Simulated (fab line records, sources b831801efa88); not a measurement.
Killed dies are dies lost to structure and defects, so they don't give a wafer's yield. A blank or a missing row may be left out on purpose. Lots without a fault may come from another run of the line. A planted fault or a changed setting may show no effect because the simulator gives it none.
fab line records | flow sky130
record lots=7 wafers=21 last_day=49
route steps=708 shown GATE_OXIDE@191 POLY_GATE@204 PAD_OPEN@708
lots that met no fault: from a run of the same line without faults
start_h: hours from the record's first day to the start of the lot's first wafer shown | wait_h: hours since the lot's step before | " the same as in the row above | L1.1+2: a row that stands for several wafers | - no value, or no start given | * or withheld: withheld | < > ~ a bound
route shown NAME@n: a module of which the file shows steps, and the number in the route of the first | usual: mean/standard deviation of fault-free wafers | same: alike in all rows | chamber/n: place in a boat | sites: the reading at each site | _std_site: their standard deviation | _edge_site: outer sites' mean less inner sites' | radius_mm: how far each site lies from the wafer's centre | mask NAME#n: copy n | behind: the tool/chamber that last shaped the wafer | hold: why the lot was held/for how many hours/how that ended | device: the transistor (n, p or np) that didn't switch | end of line: the same wafers' tests at the end of the route | a step without rows: its recipe alone | killed: dies lost to structure and defects at the first sort, not the wafer's yield | map: a wafer's dies, x killed, . not, _ none there
set.NAME: the setting as run; set.NAME@STEP: as run at that earlier step | model.NAME: the simulator's own value behind a step, which no gauge read
lots at some steps of the route; a table a step, a row a wafer
services: from which hour (start_h, from the record's first day; less than 0 if before it) a tool's chamber was out of use, for how many hours, and why
## steps
# step SKY_GATE_OXIDE_HMDS_04
# recipe prime_time_s=60 prime_temp_c=120
# step SKY_GATE_OXIDE_COAT_05
# recipe resist=NOVOLAK spin_rpm=3000 resist_thk_nm=1140
# step SKY_GATE_OXIDE_SOFTBAKE_06
# recipe temp_c=90 time_s=60 resist=NOVOLAK
# step SKY_GATE_OXIDE_EXPOSE_07
# recipe mask_id=LVOM na=0.6 source_shape=conventional sigma_outer=0.6 polarization=unpolarized target_cd_nm=600 dose_mj=170
# step SKY_GATE_OXIDE_PEB_08
# recipe temp_c=withheld time_s=* resist=NOVOLAK
# step SKY_GATE_OXIDE_DEVELOP_09
# recipe resist=NOVOLAK developer=TMAH develop_time_s=60 dev_temp_c=23
# step SKY_GATE_OXIDE_OVL_MEAS_10
# usual GATE_OXIDE_OVL=-0.2/1.3
# columns lot.wafer tool chamber start_h wait_h GATE_OXIDE_OVL[nm]
L990.1 overlay-02 - 315.40 0.1 -0.1
L990.3 " - " " 1.3
L990.6 " - " " -0.5
L991.1 overlay-01 - 324.83 0.1 -2.3
L991.2 " - " " -1.7
L991.4 " - " " -1.3
L999.1 overlay-02 - 399.85 0.1 0.4
L999.4 " - " " 0.7
L999.5 " - " " 0.2
L100.2 overlay-01 - 404.28 0.1 -0.3
L100.3 " - " " -1.2
L100.4 " - " " -0.3
L102.1 overlay-01 - 416.10 0.1 -1.1
L102.4 " - " " 0.6
L102.5 " - " " -1.9
L103.1 overlay-01 - 421.25 0.1 -0.2
L103.2 " - " " -0.4
L103.4 " - " " 1.1
L110.2 overlay-02 - 481.06 0.1 -0.8
L110.3 " - " " -0.1
L110.5 " - " " 0.7
# step SKY_GATE_OXIDE_IMPLANT_11
# recipe species=B energy_kev=10 dose_cm2=2.6e+12 tilt_deg=withheld
# step SKY_GATE_OXIDE_WET_ETCH_12
# recipe chemistry=dHF target_depth_nm=16.8 dry=n2_spin target=SiO2 dilution=100:1 temp_c=25 time_s=336
# step SKY_GATE_OXIDE_STRIP_13
# recipe chemistry=O2/N2 power_w=1400 pressure_mtorr=1500 platen_temp_c=withheld o2_flow_sccm=3000 n2_flow_sccm=300 overash_fraction=0.5
# usual drypump_motor_current_A=5.9/0.4 oes_product_au=0.716/0.0047 strip_time_to_endpoint_s=14.17/0.053
# columns lot.wafer tool chamber start_h wait_h drypump_motor_current_A oes_product_au rf_hours_counter_h strip_time_to_endpoint_s
L990.1 plasma_asher-02 1 315.68 0.0 6.2 0.710 56 14.14
L990.3 " 1 " " 6.2 0.723 - 14.17
L990.6 " 1 " " 6.2 0.713 - 14.14
L991.1 plasma_asher-03 1 325.12 0.0 5.5 0.719 18 14.20
L991.2 " 0 " " 6.2 0.721 18 14.22
L991.4 " 1 " " 5.5 0.705 - 14.24
L999.1 plasma_asher-04 1 400.15 0.0 6.4 0.719 73 14.21
L999.4 " 1 " " 6.4 0.706 - 14.14
L999.5 " 1 " " 6.4 0.717 - 14.15
L100.2 plasma_asher-02 0 404.57 0.0 5.4 0.710 63 14.17
L100.3 " 1 " " 6.2 0.719 - 14.15
L100.4 " 0 " " 5.4 0.722 - 14.16
L102.1 plasma_asher-04 1 416.39 0.0 6.4 0.714 75 14.18
L102.4 " 0 " " 5.9 0.725 - 14.17
L102.5 " 1 " " 6.4 0.716 - 14.20
L103.1 plasma_asher-02 1 421.53 0.0 6.2 0.711 65 14.20
L103.2 " 0 " " 5.4 0.710 65 14.25
L103.4 " 0 " " 5.4 0.712 - 14.21
L110.2 plasma_asher-02 0 481.36 0.0 5.3 0.720 71 14.11
L110.3 " 0 " " 5.4 0.715 - 14.13
L110.5 " 0 " " 5.4 0.715 - 14.09
# step SKY_GATE_OXIDE_TW_MEAS_14
# usual GATE_OXIDE_TW=226/3.3
# columns lot.wafer tool chamber start_h wait_h GATE_OXIDE_TW
L990.1 film_metro-02 - 315.78 0.1 224
L990.3 " - " " 225
L990.6 " - " " 225
L991.1 film_metro-04 - 325.22 0.1 221
L991.2 " - " " 222
L991.4 " - " " 221
L999.1 film_metro-04 - 400.25 0.1 223
L999.4 " - " " 221
L999.5 " - " " 222
L100.2 film_metro-02 - 404.68 0.1 225
L100.3 " - " " 224
L100.4 " - " " 224
L102.1 film_metro-02 - 416.49 0.1 225
L102.4 " - " " 225
L102.5 " - " " 225
L103.1 film_metro-04 - 421.63 0.1 221
L103.2 " - " " 222
L103.4 " - " " 222
L110.2 film_metro-02 - 481.47 0.1 222
L110.3 " - " " 224
L110.5 " - " " 223
# step SKY_GATE_OXIDE_CLEAN_15
# recipe chemistry=SC1/SC2 mix=1:4:20 temp_c=70 time_s=150 dry=n2_spin
# step SKY_GATE_OXIDE_OXIDATION_16
# recipe temp_c=800 ambient=O2 idle_temp_c=700 ramp_up_c_per_min=10 ramp_down_c_per_min=3 stabilise_s=600 purge_s=300 target_thk_a=35.7 ox_time_s=1915
# usual spike_tc_bottom_C=818/3 spike_tc_centre_C=801.7/1.1 spike_tc_lower_C=799.4/1.5 spike_tc_top_C=815.2/2.4 spike_tc_upper_C=800.8/1.2 tube_center_temp_C=800.01/0.072 tube_center_temp_C_max=802.1/0.36 zone_power_bottom_pct=22.7/2.4
# columns lot.wafer tool chamber start_h wait_h spike_tc_bottom_C spike_tc_centre_C spike_tc_lower_C spike_tc_top_C spike_tc_upper_C tube_center_temp_C tube_center_temp_C_max zone_power_bottom_pct
L990.1 furnace-01 0 316.96 1.1 815 801.2 798.4 818.2 801.4 799.96 801.7 24.9
L990.3 " 0 " " 817 800.7 797.6 817.7 800.0 800.08 802.4 24.6
L990.6 " 0 " " 818 802.3 798.6 815.9 800.9 799.96 802.1 24.9
L991.1 furnace-02 0 326.18 0.8 821 803.1 803.0 814.3 800.4 800.04 801.7 19.9
L991.2 " 0 " " 822 803.3 801.1 813.8 800.2 799.93 801.6 19.9
L991.4 " 0 " " 822 803.1 801.8 811.6 801.1 799.94 802.3 20.1
L999.1 furnace-01 0 400.36 0.0 808 792.2 791.2 806.2 790.1 791.03 792.9 24.9
L999.4 " 0 " " 807 793.0 789.2 808.6 790.5 791.08 792.8 24.1
L999.5 " 0 " " 807 791.1 788.9 808.0 792.0 790.97 792.8 24.2
L100.2 furnace-02 0 404.79 0.0 822 800.4 802.5 811.8 802.0 800.08 801.9 19.9
L100.3 " 0 " " 823 801.7 800.6 812.2 800.4 799.98 802.1 19.8
L100.4 " 0 " " 822 801.9 801.4 812.6 799.5 799.99 801.8 19.7
L102.1 furnace-01 0 418.42 1.8 807 790.5 789.2 807.5 790.9 790.98 793.0 23.9
L102.4 " 0 " " 807 791.6 789.2 807.8 790.0 790.96 793.4 24.1
L102.5 " 0 " " 807 792.8 788.3 810.7 793.6 791.05 792.8 24.3
L103.1 furnace-01 0 421.74 0.0 807 792.0 788.5 809.9 791.3 791.07 793.0 24.0
L103.2 " 0 " " 808 792.9 789.5 808.9 792.6 791.07 793.0 23.8
L103.4 " 0 " " 806 792.7 788.6 808.2 791.6 790.91 792.8 23.8
L110.2 furnace-01 0 481.57 0.0 815 801.6 799.2 816.0 799.2 800.04 801.7 24.8
L110.3 " 0 " " 814 801.4 800.3 816.3 799.7 800.08 802.1 24.8
L110.5 " 0 " " 817 802.3 797.9 816.7 798.8 799.91 801.5 24.9
# step SKY_POLY_GATE_CVD_00
# recipe material=poly-Si target_thk_nm=180 temp_c=620 time_s=720 pressure_mtorr=200
# step SKY_PAD_OPEN_PROBE_99
# usual killed_at_M0_to_M3=44/6.6 killed_at_M4_up=3.4/1.9 killed_at_contacts=25/5.6 killed_at_front_end=15/4.6 killed_at_other=0.3/0.6 killed_dies=88/9.5 killed_open=47/7.1 killed_short=40/6.4
# same gross_dies=492 killed_at_back_side=0
# columns lot.wafer tool chamber start_h wait_h killed_at_M0_to_M3 killed_at_M4_up killed_at_contacts killed_at_front_end killed_at_other killed_dies killed_open killed_short model.etest.nfet_01v8_lvt.drive_ua_um model.etest.nfet_01v8_turned.drive_ua_um model.etest.nfet_01v8_swapped.drive_ua_um model.etest.nfet_01v8.drive_ua_um model.etest.nfet_01v8.r_on_ohm_um model.etest.sram_nfet_pass.drive_ua_um model.etest.pfet_01v8_lvt.drive_ua_um model.etest.cap_thin_oxide.gate_log10_a_cm2
L990.1 prober-01 - 1082.58 0.1 48 2 16 8 0 74 45 29 586.2 515 520.2 516.4 815.2 503.2 176.8 -6.797
L990.3 prober-01 - 1082.68 0.2 52 2 23 16 1 94 52 42 574.2 510.1 507.3 503 821.1 476.2 176.2 -7
L990.6 prober-01 - 1082.83 0.2 46 2 26 12 1 87 41 46 580.8 512.6 506.6 506.6 814.4 483.2 176.9 -6.952
L991.1 prober-02 - 1085.71 0.1 42 2 28 14 0 86 52 34 569.3 503.4 492.1 494.3 834 483.9 169.3 -7.366
L991.2 prober-02 - 1085.76 0.1 43 4 28 10 0 85 41 42 553 479.7 487.6 486.3 840.7 479.4 168.7 -7.815
L991.4 prober-02 - 1085.86 0.2 45 4 22 16 0 87 47 38 582.1 507.8 513.9 506.5 818.9 489.8 173 -7.203
L999.1 prober-02 - 1137.41 0.1 48 7 23 13 0 91 41 49 607.8 540.3 540.9 536.7 786.8 518.4 180.3 -6.218
L999.4 prober-02 - 1137.56 0.2 37 2 20 18 0 77 50 26 606.8 536.1 533.6 535.6 784.6 519.3 181.2 -6.285
L999.5 prober-02 - 1137.61 0.2 44 3 20 14 0 81 45 35 616.4 544.1 543.1 541.8 778.8 528.5 180.3 -6.09
L100.2 prober-01 - 1139.58 0.1 46 4 22 23 0 95 56 39 596.8 519.6 519.3 515.3 814 482.6 176.5 -6.809
L100.3 prober-01 - 1139.63 0.2 55 2 30 17 0 104 55 49 586.4 519.9 521 518.7 820.5 500.3 174.2 -6.739
L100.4 prober-01 - 1139.68 0.2 38 5 23 16 0 82 39 42 593.5 524.8 525.3 527.6 806 505 178.6 -6.775
L102.1 prober-01 - 1149.77 0.1 38 3 31 10 1 83 39 44 587.5 521.2 522.2 522.1 817.1 507.1 172.7 -6.301
L102.4 prober-01 - 1149.92 0.2 46 0 22 21 1 90 48 42 598.5 529.2 522.6 525.5 811.4 525.7 174.8 -6.233
L102.5 prober-01 - 1149.97 0.2 48 6 13 12 0 79 45 34 608.4 535.3 527.8 528.4 798.3 530.9 174.2 -6.323
L103.1 prober-02 - 1152.02 0.1 49 1 24 10 0 84 44 40 602.3 539.8 536.1 540.7 806.9 513.7 172.5 -6.097
L103.2 prober-02 - 1152.07 0.1 33 6 22 16 1 78 31 47 612.6 545.1 542.8 545.1 794.7 522.1 177.1 -5.907
L103.4 prober-02 - 1152.17 0.2 31 3 21 16 0 71 35 36 617.5 545.9 540.3 546.2 798.9 537.6 178.1 -6.034
L110.2 prober-02 - 1187.22 0.1 37 2 25 16 0 80 43 37 573.3 499.5 502.6 499.5 824.4 495.3 172.2 -7.263
L110.3 prober-02 - 1187.27 0.2 54 5 30 10 0 99 48 51 575.4 502.2 495.2 500.2 823.1 492.4 173.5 -7.295
L110.5 prober-02 - 1187.37 0.2 43 5 31 22 0 101 59 42 558.8 490.6 487 490.4 838.8 479.3 170.1 -7.402
# killed by level:class
L990.1 VIA1:geometric_particle:open=18 VIA2:geometric_particle:open=6 METAL1:geometric_particle:short=6 LI_CONTACT:geometric_particle:open=5 CONTACT:geometric_particle:open=5 VIA3:geometric_particle:short=4 VIA3:geometric_particle:open=4 LI_CONTACT:geometric_particle:short=3
L990.3 VIA1:geometric_particle:open=14 CONTACT:geometric_particle:open=9 METAL2:geometric_particle:short=8 VIA3:geometric_particle:open=7 CONTACT:geometric_particle:short=6 METAL1:geometric_particle:short=6 POLY_GATE:geometric_particle:open=5 VIA1:geometric_particle:short=4
L990.6 VIA1:geometric_particle:short=12 CONTACT:geometric_particle:open=10 VIA1:geometric_particle:open=8 METAL2:geometric_particle:short=6 VIA2:geometric_particle:open=6 FIELD_ISO:geometric_particle:short=5 LI_CONTACT:geometric_particle:open=5 METAL1:geometric_particle:short=5
L991.1 VIA1:geometric_particle:open=11 CONTACT:geometric_particle:open=10 VIA3:geometric_particle:open=7 VIA2:geometric_particle:open=7 LI_CONTACT:geometric_particle:open=6 CONTACT:geometric_particle:short=5 LOCAL_INTERCONNECT:geometric_particle:short=4 VIA2:geometric_particle:short=4
L991.2 CONTACT:geometric_particle:open=10 VIA1:geometric_particle:open=10 VIA2:geometric_particle:open=7 LI_CONTACT:geometric_particle:open=6 CONTACT:geometric_particle:short=6 VIA1:geometric_particle:short=5 METAL2:geometric_particle:short=5 FIELD_ISO:geometric_particle:short=4
L991.4 VIA1:geometric_particle:open=12 LI_CONTACT:geometric_particle:open=9 VIA1:geometric_particle:short=8 VIA3:geometric_particle:open=7 CONTACT:geometric_particle:open=5 VIA2:geometric_particle:open=5 METAL3:geometric_particle:short=4 FIELD_ISO:geometric_particle:short=3
L999.1 VIA1:geometric_particle:open=14 VIA1:geometric_particle:short=8 CONTACT:geometric_particle:open=7 POLY_GATE:geometric_particle:short=6 METAL2:geometric_particle:short=5 LOCAL_INTERCONNECT:geometric_particle:short=5 CONTACT:geometric_particle:short=5 METAL1:geometric_particle:short=5
L999.4 LI_CONTACT:geometric_particle:open=10 VIA1:geometric_particle:open=9 CONTACT:geometric_particle:open=8 POLY_GATE:geometric_particle:open=6 VIA1:geometric_particle:short=6 VIA2:geometric_particle:open=5 VIA3:geometric_particle:short=5 VIA3:geometric_particle:open=4
L999.5 VIA1:geometric_particle:open=13 CONTACT:geometric_particle:open=8 LI_CONTACT:geometric_particle:open=6 VIA2:geometric_particle:open=5 VIA3:geometric_particle:short=5 LI_CONTACT:geometric_particle:short=4 VIA1:geometric_particle:short=4 VIA3:geometric_particle:open=4
L100.2 VIA1:geometric_particle:open=12 VIA2:geometric_particle:open=10 CONTACT:geometric_particle:open=9 FIELD_ISO:geometric_particle:short=8 LI_CONTACT:geometric_particle:open=7 FIELD_ISO:geometric_particle:open=5 METAL2:geometric_particle:short=5 VIA3:geometric_particle:open=5
L100.3 VIA1:geometric_particle:open=16 CONTACT:geometric_particle:open=12 VIA1:geometric_particle:short=9 LI_CONTACT:geometric_particle:open=7 METAL3:geometric_particle:short=7 VIA2:geometric_particle:short=6 LI_CONTACT:geometric_particle:short=5 VIA3:geometric_particle:open=5
L100.4 LI_CONTACT:geometric_particle:open=8 FIELD_ISO:geometric_particle:short=7 CONTACT:geometric_particle:open=7 VIA3:geometric_particle:open=7 VIA3:geometric_particle:short=5 VIA1:geometric_particle:open=5 METAL2:geometric_particle:short=5 METAL4:geometric_particle:short=5
L102.1 LI_CONTACT:geometric_particle:open=10 LOCAL_INTERCONNECT:geometric_particle:short=8 VIA1:geometric_particle:short=8 VIA3:geometric_particle:open=6 LI_CONTACT:geometric_particle:short=5 METAL1:geometric_particle:short=5 VIA1:geometric_particle:open=5 CONTACT:geometric_particle:short=4
L102.4 VIA1:geometric_particle:open=17 LOCAL_INTERCONNECT:geometric_particle:short=7 POLY_GATE:geometric_particle:short=6 FIELD_ISO:geometric_particle:open=5 FIELD_ISO:geometric_particle:short=5 LI_CONTACT:geometric_particle:open=5 METAL1:geometric_particle:short=5 VIA2:geometric_particle:open=5
L102.5 VIA1:geometric_particle:open=14 VIA3:geometric_particle:open=8 VIA3:geometric_particle:short=7 CONTACT:geometric_particle:open=5 METAL2:geometric_particle:short=5 LOCAL_INTERCONNECT:geometric_particle:short=4 VIA2:geometric_particle:open=4 FIELD_ISO:geometric_particle:short=3
L103.1 VIA1:geometric_particle:open=9 LI_CONTACT:geometric_particle:open=8 METAL1:geometric_particle:short=8 VIA2:geometric_particle:open=7 VIA3:geometric_particle:open=6 LOCAL_INTERCONNECT:geometric_particle:short=5 CONTACT:geometric_particle:open=5 VIA1:geometric_particle:short=5
L103.2 CONTACT:geometric_particle:open=7 VIA1:geometric_particle:open=7 FIELD_ISO:geometric_particle:short=6 LI_CONTACT:geometric_particle:open=6 METAL1:geometric_particle:short=6 METAL2:geometric_particle:short=5 VIA3:geometric_particle:short=4 LOCAL_INTERCONNECT:geometric_particle:short=4
L103.4 CONTACT:geometric_particle:open=7 METAL2:geometric_particle:short=7 VIA1:geometric_particle:open=6 LI_CONTACT:geometric_particle:open=5 CONTACT:geometric_particle:short=5 POLY_GATE:geometric_particle:short=4 POLY_GATE:geometric_particle:open=4 VIA2:geometric_particle:open=4
L110.2 VIA1:geometric_particle:open=10 LI_CONTACT:geometric_particle:open=9 CONTACT:geometric_particle:open=8 METAL2:geometric_particle:short=6 VIA1:geometric_particle:short=5 VIA3:geometric_particle:open=4 CONTACT:geometric_particle:short=4 FIELD_ISO:geometric_particle:short=3
L110.3 VIA1:geometric_particle:open=10 CONTACT:geometric_particle:open=9 VIA3:geometric_particle:short=8 CONTACT:geometric_particle:short=7 LOCAL_INTERCONNECT:geometric_particle:short=6 METAL2:geometric_particle:short=6 VIA2:geometric_particle:open=6 LI_CONTACT:geometric_particle:open=5
L110.5 VIA1:geometric_particle:open=12 POLY_GATE:geometric_particle:open=9 CONTACT:geometric_particle:open=9 LI_CONTACT:geometric_particle:open=8 LI_CONTACT:geometric_particle:short=8 VIA3:geometric_particle:open=8 FIELD_ISO:geometric_particle:open=6 METAL1:geometric_particle:short=6
## services
# columns tool chamber start_h hours kind
furnace-01 - 295.25 2.8 pm
furnace-02 - 358.97 7.4 pm
plasma_asher-02 - 388.68 0.5 repair
plasma_asher-04 - 389.05 2.8 pm
plasma_asher-02 - 392.85 4.4 repair
plasma_asher-04 - 421.32 9.0 pm
plasma_asher-04 0 421.32 9.0 vent_cycle
plasma_asher-04 1 421.32 9.0 vent_cycle
plasma_asher-04 0 430.32 - clean
plasma_asher-04 1 430.32 - clean
furnace-01 - 463.24 2.2 pm
furnace-01 - 465.40 3.8 pm
furnace-02 - 472.06 4.1 pm
## key
first_sign step=SKY_GATE_OXIDE_OXIDATION_16 reading=tube_center_temp_C direction=down sigmas=99+ usual=* struck=*
effect step=SKY_GATE_OXIDE_OXIDATION_16 reading=tube_center_temp_C_max direction=down sigmas=26 usual=* struck=*
model_effect step=SKY_PAD_OPEN_PROBE_99 value=etest.nfet_01v8_lvt.drive_ua_um without=575.3 struck=606.4
met_at SKY_GATE_OXIDE_OXIDATION_16
struck_wafers L999.1,L999.4,L999.5,L102.1,L102.4,L102.5,L103.1,L103.2,L103.4
tester_left_out L999,L102,L103
onset_between 316.96 400.36
fault kind=process_parameter_drift tool=furnace-01 chamber=- onset_h=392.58 steps=SKY_GATE_OXIDE_OXIDATION_16 channel=temp_c offset=* shape=step end_h=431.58 acts_in=* stated=*
# tester_left_out: of these lots the tester's yield and bins aren't shown, on N5 and GAA mostly nor the transistor test; their killed dies are dies lost to structure and defects alone, not to doping, threshold or leakage, so they don't give the yield
